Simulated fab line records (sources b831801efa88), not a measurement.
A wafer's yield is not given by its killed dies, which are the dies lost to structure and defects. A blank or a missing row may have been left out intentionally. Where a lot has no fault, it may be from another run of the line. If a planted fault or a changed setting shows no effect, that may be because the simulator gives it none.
A lot that was struck, set against a sound lot / flow sky130 / 15 steps out of a route of 708
Sound: these wafers, L361.1, L361.2, L361.3. Struck: wafers L365.1, L365.5, L365.6. The cause is named last.
Order at every step that has rows: each side's tool, ch and its chambers, its first start. Under that, the readings that differ: sound wafers / struck wafers / difference of the means / sigmas: that difference in standard deviations of wafers without a fault.
alike: a reading whose means differ by less than 2 such deviations, as well as words and numbers matching on both sides. not compared: withheld readings; readings where some wafer has no value; bounds like >300 that might hide an equal value; numbers whose values overlap and for which the record gives no deviation.
The two part at a step that has a row with sigmas, a row that says differs or no value, or rows on one side only. When numbers do not overlap yet have no deviation, they are printed without sigmas and do not part them. Lack of a reading on every wafer of one side parts them only where that side has two or more wafers.

first, 2 steps without rows for these wafers: SKY_DNWELL_DEVELOP_06 (develop time 60 s); SKY_DNWELL_IMPLANT_07.
SKY_DNWELL_STRIP_08: strips in O2/N2.
  sound on plasma-asher-02 ch 0,1, day 4 23:56; struck on plasma-asher-02 ch 0,1, day 6 03:13
  alike: drypump-motor-current-A, oes-product-au, strip-time-to-endpoint-s
  not compared: rf-hours-counter-h
SKY_DNWELL_TW_MEAS_09:
  sound on film-metro-02, day 5 00:02; struck on film-metro-02, day 6 03:19
  alike: DNWELL_TW
then, 7 steps without rows for these wafers: SKY_PWDE_DEHYDRATE_00 (time 60 s); SKY_PWDE_HMDS_01 (prime time 60 s); SKY_PWDE_COAT_02 (resist thk 3000 nm); SKY_PWDE_SOFTBAKE_03; SKY_PWDE_EXPOSE_04 (exposes mask PWDEM, target cd 840 nm); SKY_PWDE_PEB_05; SKY_PWDE_DEVELOP_06 (develop time 60 s).
SKY_PWDE_OVL_MEAS_07:
  sound on overlay-02, day 5 16:50; struck on overlay-02, day 6 21:16
  alike: PWDE_OVL
SKY_PWDE_IMPLANT_08:
  sound on implanter-01 ch 0, day 5 16:53; struck on implanter-01 ch 0, day 6 21:18
reading=beam-energy-keV; sound=149.99 150.03 150.00; struck=139.38 139.54 139.54; difference=-10.52; sigmas=-99 or more
reading=model.implant.rp-nm (nm); sound=439.6 439.6 439.6; struck=402.9 402.9 402.9; difference=-36.7; sigmas=
reading=model.implant.drp-nm (nm); sound=97.97 97.97 97.97; struck=95.34 95.34 95.34; difference=-2.63; sigmas=
SKY_PWDE_STRIP_09: strips in O2/N2.
  sound on plasma-asher-01 ch 0,1, day 5 17:02; struck on plasma-asher-03 ch 0,1, day 6 21:27
  alike: drypump-motor-current-A, oes-product-au, strip-time-to-endpoint-s
  not compared: rf-hours-counter-h
-- the record jumps here: 42 days lie between the struck wafers' starts before and after (it left off in module PWDE and takes up again in module PAD_OPEN, whose first step shown is number 708 of the route) --
SKY_PAD_OPEN_PROBE_99:
  sound on prober-02, day 47 17:40; struck on prober-02, day 48 22:52
reading=killed_at_M4_up; sound=5 4 7; struck=1 3 1; difference=-4; sigmas=-2
reading=model.etest.res_p_drift_20v.line-ohm-um; sound=1.157e+04 1.166e+04 1.142e+04; struck=1.632e+04 1.502e+04 1.282e+04; difference=+3.170e+03; sigmas=
reading=model.etest.res_p_drift_20v.rs-ohm-sq; sound=9595 9713 9540; struck=1.373e+04 1.258e+04 1.076e+04; difference=+2.741e+03; sigmas=
  alike: killed_at_M0_to_M3, killed-at-contacts, killed-at-front-end, killed-at-other, killed-dies, killed-open, killed-short

WHERE THEY PART
Earliest at SKY_PWDE_IMPLANT_08; latest, in this record, at SKY_PAD_OPEN_PROBE_99.

WHY: what had been put in by the simulator
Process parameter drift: implanter-01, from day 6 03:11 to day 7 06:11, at SKY_PWDE_IMPLANT_08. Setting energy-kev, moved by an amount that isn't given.
